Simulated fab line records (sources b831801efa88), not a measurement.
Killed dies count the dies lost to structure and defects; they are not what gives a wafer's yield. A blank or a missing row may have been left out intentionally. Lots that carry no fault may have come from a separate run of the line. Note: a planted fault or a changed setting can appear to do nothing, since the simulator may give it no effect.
fab line records || flow gf180mcu || part 2 of 2: steps 24 to 35 of 35
[record] {"lots": 5, "wafers": 15, "last-day": 32}
route steps=602 shown MIM@515 M5@526 V5@540
lots that met no fault: taken from a fault-free run of the same line
start-h: hours from the record's first day to the start of the lot's first wafer shown || wait-h: time in hours since the lot's previous step || " as in the row above || L1.1+2: several wafers, shown together as one row || - value missing, or start not given || * or withheld: withheld || < > ~ a bound
route shown NAME@n: names a module that has steps shown in the file, with the first one's number in the route || usual: average and standard deviation across the fault-free wafers || same: alike in all rows || chamber/n: place in a boat || sites: readings site by site || _std_site: the standard deviation of these || _edge_site: outer sites' mean less inner sites' || radius-mm: for every site, how far away it sits from the centre of the wafer || mask NAME#n: copy n || behind: the last tool/chamber to shape the wafer || hold: reason for holding the lot/hours on hold/outcome of the hold || device: transistor that didn't switch, given as n, p or np || end of line: tests of these same wafers at the route's end || a step with no rows: only its recipe || killed: the dies lost at the first sort to structure and to defects; this is not the yield of the wafer || map: a wafer's dies, marking killed ones x, the rest . and places with no die _
set.NAME: the setting that was run; set.NAME@STEP: the one run at that earlier step || model.NAME: the simulator's own value behind a step, which no gauge read
a table for each step, a row for each wafer; lots at some steps of the route
services: when a tool's chamber went out of use (start-h, in hours from the record's first day, below 0 if earlier), for how many hours, and the reason
[[steps]]
[step GF_M5_STRIP_12]
[recipe] {"chemistry": "post-etch-residue-remover", "time-s": 1200, "temp-c": 72.5}
{"lot.wafer": "L078.1+4+6", "tool": "wet-bench-04", "chamber": 2, "start-h": 644.25, "wait-h": 0.1}
{"lot.wafer": "L080.3+5+6", "tool": "wet-bench-02", "chamber": 1, "start-h": 655.85, "wait-h": 0.0}
{"lot.wafer": "L083.1+2+5", "tool": "wet-bench-04", "chamber": 1, "start-h": 684.11, "wait-h": 0.1}
{"lot.wafer": "L085.3+5+6", "tool": "wet-bench-02", "chamber": 2, "start-h": 691.63, "wait-h": 0.0}
{"lot.wafer": "L088.3+4+6", "tool": "wet-bench-02", "chamber": 3, "start-h": 712.28, "wait-h": 0.0}
[step GF_M5_CLEAN_13]
[recipe] {"chemistry": "DIW", "dry": "n2-spin"}
{"lot.wafer": "L078.1+4+6", "tool": "wet-bench-02", "chamber": 3, "start-h": 644.59, "wait-h": 0.0}
{"lot.wafer": "L080.3+5+6", "tool": "wet-bench-04", "chamber": 0, "start-h": 656.22, "wait-h": 0.0}
{"lot.wafer": "L083.1+2+5", "tool": "wet-bench-04", "chamber": 2, "start-h": 684.45, "wait-h": 0.0}
{"lot.wafer": "L085.3+5+6", "tool": "wet-bench-03", "chamber": 3, "start-h": 691.97, "wait-h": 0.0}
{"lot.wafer": "L088.3+4+6", "tool": "wet-bench-04", "chamber": 0, "start-h": 712.63, "wait-h": 0.0}
[step GF_V5_CVD_00]
[recipe] {"material": "SiO2", "target-thk-nm": 300, "sigma-open-frac": 0.3, "temp-c": 400, "time-s": 50, "sih4-flow-sccm": 60, "pressure-mtorr": 6}
{"lot.wafer": "L078.1+4+6", "tool": "hdpcvd-02", "chamber": "2,2,0", "start-h": 644.68, "wait-h": 0.0}
{"lot.wafer": "L080.3+5+6", "tool": "hdpcvd-01", "chamber": "0,0,1", "start-h": 656.31, "wait-h": 0.0}
{"lot.wafer": "L083.1+2+5", "tool": "hdpcvd-02", "chamber": "2,0,0", "start-h": 684.54, "wait-h": 0.0}
{"lot.wafer": "L085.3+5+6", "tool": "hdpcvd-02", "chamber": "0,0,2", "start-h": 692.07, "wait-h": 0.0}
{"lot.wafer": "L088.3+4+6", "tool": "hdpcvd-01", "chamber": "0,1,0", "start-h": 712.72, "wait-h": 0.0}
[step GF_V5_THK_MEAS_01]
[recipe] {"reads": "SiO2_of_V5_CVD_00"}
[usual] {"V5_CVD_00_THK": "300/3.4"}
{"lot.wafer": "L078.1", "tool": "film-metro-03", "chamber": "-", "start-h": 644.73, "wait-h": 0.0, "V5_CVD_00_THK[nm]": 301}
{"lot.wafer": "L078.4", "tool": "film-metro-03", "chamber": "-", "start-h": 644.73, "wait-h": 0.0, "V5_CVD_00_THK[nm]": 302}
{"lot.wafer": "L078.6", "tool": "film-metro-03", "chamber": "-", "start-h": 644.73, "wait-h": 0.0, "V5_CVD_00_THK[nm]": 299}
{"lot.wafer": "L080.3", "tool": "film-metro-03", "chamber": "-", "start-h": 656.38, "wait-h": 0.0, "V5_CVD_00_THK[nm]": 299}
{"lot.wafer": "L080.5", "tool": "film-metro-03", "chamber": "-", "start-h": 656.38, "wait-h": 0.0, "V5_CVD_00_THK[nm]": 304}
{"lot.wafer": "L080.6", "tool": "film-metro-03", "chamber": "-", "start-h": 656.38, "wait-h": 0.0, "V5_CVD_00_THK[nm]": 299}
{"lot.wafer": "L083.1", "tool": "film-metro-04", "chamber": "-", "start-h": 684.58, "wait-h": 0.0, "V5_CVD_00_THK[nm]": 300}
{"lot.wafer": "L083.2", "tool": "film-metro-04", "chamber": "-", "start-h": 684.58, "wait-h": 0.0, "V5_CVD_00_THK[nm]": 295}
{"lot.wafer": "L083.5", "tool": "film-metro-04", "chamber": "-", "start-h": 684.58, "wait-h": 0.0, "V5_CVD_00_THK[nm]": 298}
{"lot.wafer": "L085.3", "tool": "film-metro-02", "chamber": "-", "start-h": 692.13, "wait-h": 0.0, "V5_CVD_00_THK[nm]": 300}
{"lot.wafer": "L085.5", "tool": "film-metro-02", "chamber": "-", "start-h": 692.13, "wait-h": 0.0, "V5_CVD_00_THK[nm]": 303}
{"lot.wafer": "L085.6", "tool": "film-metro-02", "chamber": "-", "start-h": 692.13, "wait-h": 0.0, "V5_CVD_00_THK[nm]": 306}
{"lot.wafer": "L088.3", "tool": "film-metro-04", "chamber": "-", "start-h": 712.78, "wait-h": 0.0, "V5_CVD_00_THK[nm]": 303}
{"lot.wafer": "L088.4", "tool": "film-metro-04", "chamber": "-", "start-h": 712.78, "wait-h": 0.0, "V5_CVD_00_THK[nm]": 305}
{"lot.wafer": "L088.6", "tool": "film-metro-04", "chamber": "-", "start-h": 712.78, "wait-h": 0.0, "V5_CVD_00_THK[nm]": 303}
[step GF_V5_CVD_02]
[recipe] {"material": "SiO2", "target-thk-nm": 1450, "precursor": "TEOS", "temp-c": 400, "time-s": 163.28, "rf-w": 600}
[usual] {"heater-power-w": "678/130"}
{"lot.wafer": "L078.1", "tool": "pecvd-02", "chamber": 1, "start-h": 644.79, "wait-h": 0.1, "heater-power-w": 694}
{"lot.wafer": "L078.4", "tool": "pecvd-02", "chamber": 2, "start-h": 644.79, "wait-h": 0.1, "heater-power-w": 703}
{"lot.wafer": "L078.6", "tool": "pecvd-02", "chamber": 1, "start-h": 644.79, "wait-h": 0.1, "heater-power-w": 612}
{"lot.wafer": "L080.3", "tool": "pecvd-01", "chamber": 2, "start-h": 656.42, "wait-h": 0.0, "heater-power-w": 673}
{"lot.wafer": "L080.5", "tool": "pecvd-01", "chamber": 1, "start-h": 656.42, "wait-h": 0.0, "heater-power-w": 667}
{"lot.wafer": "L080.6", "tool": "pecvd-01", "chamber": 2, "start-h": 656.42, "wait-h": 0.0, "heater-power-w": 774}
{"lot.wafer": "L083.1", "tool": "pecvd-01", "chamber": 2, "start-h": 684.64, "wait-h": 0.1, "heater-power-w": 613}
{"lot.wafer": "L083.2", "tool": "pecvd-01", "chamber": 0, "start-h": 684.64, "wait-h": 0.1, "heater-power-w": 700}
{"lot.wafer": "L083.5", "tool": "pecvd-01", "chamber": 0, "start-h": 684.64, "wait-h": 0.1, "heater-power-w": 770}
{"lot.wafer": "L085.3", "tool": "pecvd-04", "chamber": 1, "start-h": 692.17, "wait-h": 0.0, "heater-power-w": 462}
{"lot.wafer": "L085.5", "tool": "pecvd-04", "chamber": 1, "start-h": 692.17, "wait-h": 0.0, "heater-power-w": 540}
{"lot.wafer": "L085.6", "tool": "pecvd-04", "chamber": 0, "start-h": 692.17, "wait-h": 0.0, "heater-power-w": 757}
{"lot.wafer": "L088.3", "tool": "pecvd-01", "chamber": 2, "start-h": 712.82, "wait-h": 0.0, "heater-power-w": 612}
{"lot.wafer": "L088.4", "tool": "pecvd-01", "chamber": 1, "start-h": 712.82, "wait-h": 0.0, "heater-power-w": 676}
{"lot.wafer": "L088.6", "tool": "pecvd-01", "chamber": 0, "start-h": 712.82, "wait-h": 0.0, "heater-power-w": 648}
[step GF_V5_THK_MEAS_03]
[recipe] {"reads": "SiO2_of_V5_CVD_02"}
[usual] {"V5_CVD_02_THK": "1448/17"}
{"lot.wafer": "L078.1", "tool": "film-metro-03", "chamber": "-", "start-h": 644.89, "wait-h": 0.1, "V5_CVD_02_THK[nm]": 1464}
{"lot.wafer": "L078.4", "tool": "film-metro-03", "chamber": "-", "start-h": 644.89, "wait-h": 0.1, "V5_CVD_02_THK[nm]": 1493}
{"lot.wafer": "L078.6", "tool": "film-metro-03", "chamber": "-", "start-h": 644.89, "wait-h": 0.1, "V5_CVD_02_THK[nm]": 1484}
{"lot.wafer": "L080.3", "tool": "film-metro-03", "chamber": "-", "start-h": 656.54, "wait-h": 0.1, "V5_CVD_02_THK[nm]": 1404}
{"lot.wafer": "L080.5", "tool": "film-metro-03", "chamber": "-", "start-h": 656.54, "wait-h": 0.1, "V5_CVD_02_THK[nm]": 1437}
{"lot.wafer": "L080.6", "tool": "film-metro-03", "chamber": "-", "start-h": 656.54, "wait-h": 0.1, "V5_CVD_02_THK[nm]": 1436}
{"lot.wafer": "L083.1", "tool": "film-metro-03", "chamber": "-", "start-h": 684.75, "wait-h": 0.1, "V5_CVD_02_THK[nm]": 1425}
{"lot.wafer": "L083.2", "tool": "film-metro-03", "chamber": "-", "start-h": 684.75, "wait-h": 0.1, "V5_CVD_02_THK[nm]": 1451}
{"lot.wafer": "L083.5", "tool": "film-metro-03", "chamber": "-", "start-h": 684.75, "wait-h": 0.1, "V5_CVD_02_THK[nm]": 1469}
{"lot.wafer": "L085.3", "tool": "film-metro-04", "chamber": "-", "start-h": 692.30, "wait-h": 0.1, "V5_CVD_02_THK[nm]": 1428}
{"lot.wafer": "L085.5", "tool": "film-metro-04", "chamber": "-", "start-h": 692.30, "wait-h": 0.1, "V5_CVD_02_THK[nm]": 1452}
{"lot.wafer": "L085.6", "tool": "film-metro-04", "chamber": "-", "start-h": 692.30, "wait-h": 0.1, "V5_CVD_02_THK[nm]": 1444}
{"lot.wafer": "L088.3", "tool": "film-metro-04", "chamber": "-", "start-h": 712.95, "wait-h": 0.1, "V5_CVD_02_THK[nm]": 1452}
{"lot.wafer": "L088.4", "tool": "film-metro-04", "chamber": "-", "start-h": 712.95, "wait-h": 0.1, "V5_CVD_02_THK[nm]": 1451}
{"lot.wafer": "L088.6", "tool": "film-metro-04", "chamber": "-", "start-h": 712.95, "wait-h": 0.1, "V5_CVD_02_THK[nm]": 1486}
[step GF_V5_CMP_04]
[recipe] {"material": "SiO2", "down-force-psi": 4, "platen-rpm": 60, "pad-velocity-m-s": 0.94248}
[usual] {"motor-current-A": "11.8/1.2"}
{"lot.wafer": "L078.4", "tool": "cmp-02", "chamber": 0, "start-h": 645.00, "wait-h": 0.1, "motor-current-A": 11.3}
{"lot.wafer": "L078.1", "tool": "cmp-02", "chamber": 2, "start-h": 645.00, "wait-h": 0.1, "motor-current-A": 13.7}
{"lot.wafer": "L078.6", "tool": "cmp-02", "chamber": 0, "start-h": 645.00, "wait-h": 0.1, "motor-current-A": 11.5}
{"lot.wafer": "L080.3", "tool": "cmp-02", "chamber": 1, "start-h": 656.63, "wait-h": 0.1, "motor-current-A": 12.1}
{"lot.wafer": "L080.6", "tool": "cmp-02", "chamber": 0, "start-h": 656.63, "wait-h": 0.1, "motor-current-A": 11.4}
{"lot.wafer": "L080.5", "tool": "cmp-02", "chamber": 1, "start-h": 656.63, "wait-h": 0.1, "motor-current-A": 12.4}
{"lot.wafer": "L083.1", "tool": "cmp-02", "chamber": 3, "start-h": 684.91, "wait-h": 0.1, "motor-current-A": 13.0}
{"lot.wafer": "L083.2", "tool": "cmp-02", "chamber": 0, "start-h": 684.91, "wait-h": 0.1, "motor-current-A": 11.3}
{"lot.wafer": "L083.5", "tool": "cmp-02", "chamber": 1, "start-h": 684.91, "wait-h": 0.1, "motor-current-A": 12.7}
{"lot.wafer": "L085.3", "tool": "cmp-01", "chamber": 0, "start-h": 692.49, "wait-h": 0.2, "motor-current-A": 10.7}
{"lot.wafer": "L085.5", "tool": "cmp-01", "chamber": 1, "start-h": 692.49, "wait-h": 0.2, "motor-current-A": 11.6}
{"lot.wafer": "L085.6", "tool": "cmp-01", "chamber": 2, "start-h": 692.49, "wait-h": 0.2, "motor-current-A": 10.7}
{"lot.wafer": "L088.4", "tool": "cmp-01", "chamber": 3, "start-h": 713.04, "wait-h": 0.1, "motor-current-A": 12.4}
{"lot.wafer": "L088.3", "tool": "cmp-01", "chamber": 1, "start-h": 713.04, "wait-h": 0.1, "motor-current-A": 11.2}
{"lot.wafer": "L088.6", "tool": "cmp-01", "chamber": 3, "start-h": 713.04, "wait-h": 0.1, "motor-current-A": 12.5}
[step GF_V5_BOW_MEAS_05]
[recipe] {"mode": "bow"}
[usual] {"V5_BOW": "134/11"}
{"lot.wafer": "L078.1", "tool": "film-metro-04", "chamber": "-", "start-h": 645.25, "wait-h": 0.1, "V5_BOW[um]": 129}
{"lot.wafer": "L078.4", "tool": "film-metro-04", "chamber": "-", "start-h": 645.25, "wait-h": 0.1, "V5_BOW[um]": 122}
{"lot.wafer": "L078.6", "tool": "film-metro-04", "chamber": "-", "start-h": 645.25, "wait-h": 0.1, "V5_BOW[um]": 136}
{"lot.wafer": "L080.3", "tool": "film-metro-04", "chamber": "-", "start-h": 656.92, "wait-h": 0.2, "V5_BOW[um]": 118}
{"lot.wafer": "L080.5", "tool": "film-metro-04", "chamber": "-", "start-h": 656.92, "wait-h": 0.2, "V5_BOW[um]": 121}
{"lot.wafer": "L080.6", "tool": "film-metro-04", "chamber": "-", "start-h": 656.92, "wait-h": 0.2, "V5_BOW[um]": 116}
{"lot.wafer": "L083.1", "tool": "film-metro-02", "chamber": "-", "start-h": 685.11, "wait-h": 0.1, "V5_BOW[um]": 128}
{"lot.wafer": "L083.2", "tool": "film-metro-02", "chamber": "-", "start-h": 685.11, "wait-h": 0.1, "V5_BOW[um]": 137}
{"lot.wafer": "L083.5", "tool": "film-metro-02", "chamber": "-", "start-h": 685.11, "wait-h": 0.1, "V5_BOW[um]": 132}
{"lot.wafer": "L085.3", "tool": "film-metro-02", "chamber": "-", "start-h": 692.68, "wait-h": 0.1, "V5_BOW[um]": 125}
{"lot.wafer": "L085.5", "tool": "film-metro-02", "chamber": "-", "start-h": 692.68, "wait-h": 0.1, "V5_BOW[um]": 117}
{"lot.wafer": "L085.6", "tool": "film-metro-02", "chamber": "-", "start-h": 692.68, "wait-h": 0.1, "V5_BOW[um]": 132}
{"lot.wafer": "L088.3", "tool": "film-metro-02", "chamber": "-", "start-h": 713.33, "wait-h": 0.1, "V5_BOW[um]": 125}
{"lot.wafer": "L088.4", "tool": "film-metro-02", "chamber": "-", "start-h": 713.33, "wait-h": 0.1, "V5_BOW[um]": 134}
{"lot.wafer": "L088.6", "tool": "film-metro-02", "chamber": "-", "start-h": 713.33, "wait-h": 0.1, "V5_BOW[um]": 133}
[step GF_V5_DEHYDRATE_06]
[recipe] {"temp-c": 200, "time-s": 60}
[usual] {"chill-plate-temp-C": "23.02/0.12"}
{"lot.wafer": "L078.1", "tool": "litho-track-01", "chamber": 0, "start-h": 654.53, "wait-h": 9.3, "chill-plate-temp-C": 23.07}
{"lot.wafer": "L078.4", "tool": "litho-track-01", "chamber": 0, "start-h": 654.53, "wait-h": 9.3, "chill-plate-temp-C": 23.01}
{"lot.wafer": "L078.6", "tool": "litho-track-01", "chamber": 0, "start-h": 654.53, "wait-h": 9.3, "chill-plate-temp-C": 23.13}
{"lot.wafer": "L080.3", "tool": "litho-track-01", "chamber": 0, "start-h": 665.78, "wait-h": 8.8, "chill-plate-temp-C": 22.91}
{"lot.wafer": "L080.5", "tool": "litho-track-01", "chamber": 0, "start-h": 665.78, "wait-h": 8.8, "chill-plate-temp-C": 22.97}
{"lot.wafer": "L080.6", "tool": "litho-track-01", "chamber": 0, "start-h": 665.78, "wait-h": 8.8, "chill-plate-temp-C": 22.97}
{"lot.wafer": "L083.1", "tool": "litho-track-01", "chamber": 0, "start-h": 693.78, "wait-h": 8.6, "chill-plate-temp-C": 23.09}
{"lot.wafer": "L083.2", "tool": "litho-track-01", "chamber": 0, "start-h": 693.78, "wait-h": 8.6, "chill-plate-temp-C": 23.06}
{"lot.wafer": "L083.5", "tool": "litho-track-01", "chamber": 0, "start-h": 693.78, "wait-h": 8.6, "chill-plate-temp-C": 23.11}
{"lot.wafer": "L085.3", "tool": "litho-track-02", "chamber": 0, "start-h": 701.60, "wait-h": 8.9, "chill-plate-temp-C": 23.04}
{"lot.wafer": "L085.5", "tool": "litho-track-02", "chamber": 0, "start-h": 701.60, "wait-h": 8.9, "chill-plate-temp-C": 23.16}
{"lot.wafer": "L085.6", "tool": "litho-track-02", "chamber": 0, "start-h": 701.60, "wait-h": 8.9, "chill-plate-temp-C": 23.12}
{"lot.wafer": "L088.3", "tool": "litho-track-01", "chamber": 0, "start-h": 721.73, "wait-h": 8.4, "chill-plate-temp-C": 23.15}
{"lot.wafer": "L088.4", "tool": "litho-track-01", "chamber": 0, "start-h": 721.73, "wait-h": 8.4, "chill-plate-temp-C": 23.10}
{"lot.wafer": "L088.6", "tool": "litho-track-01", "chamber": 0, "start-h": 721.73, "wait-h": 8.4, "chill-plate-temp-C": 23.03}
[step GF_V5_HMDS_07]
[recipe] {"prime-time-s": 60, "prime-temp-c": 120}
[usual] {"chill-plate-temp-C": "23.00/0.098"}
{"lot.wafer": "L078.1", "tool": "litho-track-01", "chamber": 0, "start-h": 654.68, "wait-h": 0.1, "chill-plate-temp-C": 23.15}
{"lot.wafer": "L078.4", "tool": "litho-track-01", "chamber": 0, "start-h": 654.68, "wait-h": 0.1, "chill-plate-temp-C": 23.07}
{"lot.wafer": "L078.6", "tool": "litho-track-01", "chamber": 0, "start-h": 654.68, "wait-h": 0.1, "chill-plate-temp-C": 23.18}
{"lot.wafer": "L080.3", "tool": "litho-track-01", "chamber": 0, "start-h": 665.93, "wait-h": 0.1, "chill-plate-temp-C": 22.99}
{"lot.wafer": "L080.5", "tool": "litho-track-01", "chamber": 0, "start-h": 665.93, "wait-h": 0.1, "chill-plate-temp-C": 22.98}
{"lot.wafer": "L080.6", "tool": "litho-track-01", "chamber": 0, "start-h": 665.93, "wait-h": 0.1, "chill-plate-temp-C": 22.96}
{"lot.wafer": "L083.1", "tool": "litho-track-01", "chamber": 0, "start-h": 693.93, "wait-h": 0.1, "chill-plate-temp-C": 23.08}
{"lot.wafer": "L083.2", "tool": "litho-track-01", "chamber": 0, "start-h": 693.93, "wait-h": 0.1, "chill-plate-temp-C": 23.01}
{"lot.wafer": "L083.5", "tool": "litho-track-01", "chamber": 0, "start-h": 693.93, "wait-h": 0.1, "chill-plate-temp-C": 23.06}
{"lot.wafer": "L085.3", "tool": "litho-track-02", "chamber": 0, "start-h": 701.75, "wait-h": 0.1, "chill-plate-temp-C": 22.96}
{"lot.wafer": "L085.5", "tool": "litho-track-02", "chamber": 0, "start-h": 701.75, "wait-h": 0.1, "chill-plate-temp-C": 23.06}
{"lot.wafer": "L085.6", "tool": "litho-track-02", "chamber": 0, "start-h": 701.75, "wait-h": 0.1, "chill-plate-temp-C": 23.01}
{"lot.wafer": "L088.3", "tool": "litho-track-01", "chamber": 0, "start-h": 721.88, "wait-h": 0.1, "chill-plate-temp-C": 22.88}
{"lot.wafer": "L088.4", "tool": "litho-track-01", "chamber": 0, "start-h": 721.88, "wait-h": 0.1, "chill-plate-temp-C": 22.84}
{"lot.wafer": "L088.6", "tool": "litho-track-01", "chamber": 0, "start-h": 721.88, "wait-h": 0.1, "chill-plate-temp-C": 22.82}
[step GF_V5_COAT_08]
[recipe] {"resist": "BARC", "temp-c": "withheld", "time-s": "withheld", "spin-rpm": "withheld", "resist-thk-nm": "withheld"}
[usual] {"chill-plate-temp-C": "*"}
{"lot.wafer": "L078.1", "tool": "litho-track-01", "chamber": 0, "start-h": 654.83, "wait-h": 0.1, "chill-plate-temp-C": "*"}
{"lot.wafer": "L078.4", "tool": "litho-track-01", "chamber": 0, "start-h": 654.83, "wait-h": 0.1, "chill-plate-temp-C": "*"}
{"lot.wafer": "L078.6", "tool": "litho-track-01", "chamber": 0, "start-h": 654.83, "wait-h": 0.1, "chill-plate-temp-C": "*"}
{"lot.wafer": "L080.3", "tool": "litho-track-01", "chamber": 0, "start-h": 666.08, "wait-h": 0.1, "chill-plate-temp-C": "*"}
{"lot.wafer": "L080.5", "tool": "litho-track-01", "chamber": 0, "start-h": 666.08, "wait-h": 0.1, "chill-plate-temp-C": "*"}
{"lot.wafer": "L080.6", "tool": "litho-track-01", "chamber": 0, "start-h": 666.08, "wait-h": 0.1, "chill-plate-temp-C": "*"}
{"lot.wafer": "L083.1", "tool": "litho-track-01", "chamber": 0, "start-h": 694.08, "wait-h": 0.1, "chill-plate-temp-C": "*"}
{"lot.wafer": "L083.2", "tool": "litho-track-01", "chamber": 0, "start-h": 694.08, "wait-h": 0.1, "chill-plate-temp-C": "*"}
{"lot.wafer": "L083.5", "tool": "litho-track-01", "chamber": 0, "start-h": 694.08, "wait-h": 0.1, "chill-plate-temp-C": "*"}
{"lot.wafer": "L085.3", "tool": "litho-track-02", "chamber": 0, "start-h": 701.90, "wait-h": 0.1, "chill-plate-temp-C": "*"}
{"lot.wafer": "L085.5", "tool": "litho-track-02", "chamber": 0, "start-h": 701.90, "wait-h": 0.1, "chill-plate-temp-C": "*"}
{"lot.wafer": "L085.6", "tool": "litho-track-02", "chamber": 0, "start-h": 701.90, "wait-h": 0.1, "chill-plate-temp-C": "*"}
{"lot.wafer": "L088.3", "tool": "litho-track-01", "chamber": 0, "start-h": 722.03, "wait-h": 0.1, "chill-plate-temp-C": "*"}
{"lot.wafer": "L088.4", "tool": "litho-track-01", "chamber": 0, "start-h": 722.03, "wait-h": 0.1, "chill-plate-temp-C": "*"}
{"lot.wafer": "L088.6", "tool": "litho-track-01", "chamber": 0, "start-h": 722.03, "wait-h": 0.1, "chill-plate-temp-C": "*"}
[step GF_V5_COAT_09]
[recipe] {"resist": "KrF", "spin-rpm": "withheld", "resist-thk-nm": 1000}
[usual] {"chill-plate-temp-C": "22.97/0.1"}
{"lot.wafer": "L078.1", "tool": "litho-track-01", "chamber": 0, "start-h": "-", "wait-h": "-", "chill-plate-temp-C": 23.11}
{"lot.wafer": "L078.4", "tool": "litho-track-01", "chamber": 0, "start-h": "-", "wait-h": "-", "chill-plate-temp-C": 22.98}
{"lot.wafer": "L078.6", "tool": "litho-track-01", "chamber": 0, "start-h": "-", "wait-h": "-", "chill-plate-temp-C": 23.03}
{"lot.wafer": "L080.3", "tool": "litho-track-01", "chamber": 0, "start-h": "-", "wait-h": "-", "chill-plate-temp-C": 22.94}
{"lot.wafer": "L080.5", "tool": "litho-track-01", "chamber": 0, "start-h": "-", "wait-h": "-", "chill-plate-temp-C": 23.00}
{"lot.wafer": "L080.6", "tool": "litho-track-01", "chamber": 0, "start-h": "-", "wait-h": "-", "chill-plate-temp-C": 23.00}
{"lot.wafer": "L083.1", "tool": "litho-track-01", "chamber": 0, "start-h": "-", "wait-h": "-", "chill-plate-temp-C": 23.27}
{"lot.wafer": "L083.2", "tool": "litho-track-01", "chamber": 0, "start-h": "-", "wait-h": "-", "chill-plate-temp-C": 22.96}
{"lot.wafer": "L083.5", "tool": "litho-track-01", "chamber": 0, "start-h": "-", "wait-h": "-", "chill-plate-temp-C": 23.19}
{"lot.wafer": "L085.3", "tool": "litho-track-02", "chamber": 0, "start-h": "-", "wait-h": "-", "chill-plate-temp-C": 23.18}
{"lot.wafer": "L085.5", "tool": "litho-track-02", "chamber": 0, "start-h": "-", "wait-h": "-", "chill-plate-temp-C": 22.85}
{"lot.wafer": "L085.6", "tool": "litho-track-02", "chamber": 0, "start-h": "-", "wait-h": "-", "chill-plate-temp-C": 22.96}
{"lot.wafer": "L088.3", "tool": "litho-track-01", "chamber": 0, "start-h": "-", "wait-h": "-", "chill-plate-temp-C": 22.94}
{"lot.wafer": "L088.4", "tool": "litho-track-01", "chamber": 0, "start-h": "-", "wait-h": "-", "chill-plate-temp-C": 23.08}
{"lot.wafer": "L088.6", "tool": "litho-track-01", "chamber": 0, "start-h": "-", "wait-h": "-", "chill-plate-temp-C": 23.03}
[[services]]
{"tool": "krf-scanner-01", "chamber": "-", "start-h": 589.25, "hours": 0.8, "kind": "pm"}
{"tool": "rie-metal-04", "chamber": 0, "start-h": 592.66, "hours": 9.3, "kind": "repair"}
{"tool": "krf-scanner-02", "chamber": "-", "start-h": 602.32, "hours": 1.0, "kind": "pm"}
{"tool": "cmp-02", "chamber": "-", "start-h": 606.41, "hours": 1.4, "kind": "repair"}
{"tool": "rie-metal-03", "chamber": 1, "start-h": 609.64, "hours": 21.6, "kind": "repair"}
{"tool": "krf-scanner-01", "chamber": "-", "start-h": 612.18, "hours": 1.3, "kind": "pm"}
{"tool": "krf-scanner-02", "chamber": "-", "start-h": 622.19, "hours": 1.3, "kind": "pm"}
{"tool": "krf-scanner-02", "chamber": "-", "start-h": 624.76, "hours": 0.8, "kind": "pm"}
{"tool": "rie-metal-01", "chamber": "-", "start-h": 626.07, "hours": 1.3, "kind": "repair"}
{"tool": "wet-bench-04", "chamber": "-", "start-h": 629.76, "hours": 2.7, "kind": "repair"}
{"tool": "krf-scanner-02", "chamber": "-", "start-h": 636.88, "hours": 3.6, "kind": "pm"}
{"tool": "cmp-01", "chamber": "-", "start-h": 639.19, "hours": 0.8, "kind": "repair"}
{"tool": "krf-scanner-01", "chamber": "-", "start-h": 644.68, "hours": 1.0, "kind": "pm"}
{"tool": "cmp-01", "chamber": "-", "start-h": 647.52, "hours": 1.1, "kind": "repair"}
{"tool": "krf-scanner-01", "chamber": "-", "start-h": 650.09, "hours": 1.2, "kind": "repair"}
{"tool": "cmp-02", "chamber": "-", "start-h": 674.58, "hours": 2.5, "kind": "repair"}
{"tool": "iline-stepper-02", "chamber": "-", "start-h": 675.94, "hours": 1.7, "kind": "pm"}
{"tool": "cmp-01", "chamber": "-", "start-h": 684.29, "hours": 1.9, "kind": "repair"}
{"tool": "rie-diel-01", "chamber": 0, "start-h": 693.64, "hours": 7.7, "kind": "repair"}
{"tool": "pecvd-01", "chamber": "-", "start-h": 694.54, "hours": 14.6, "kind": "pm"}
{"tool": "hdpcvd-01", "chamber": 2, "start-h": 699.44, "hours": 5.3, "kind": "repair"}
{"tool": "rie-metal-03", "chamber": "-", "start-h": 702.50, "hours": 0.6, "kind": "repair"}
{"tool": "cmp-01", "chamber": "-", "start-h": 703.56, "hours": 0.4, "kind": "repair"}
{"tool": "rie-metal-04", "chamber": 0, "start-h": 715.43, "hours": 4.7, "kind": "repair"}
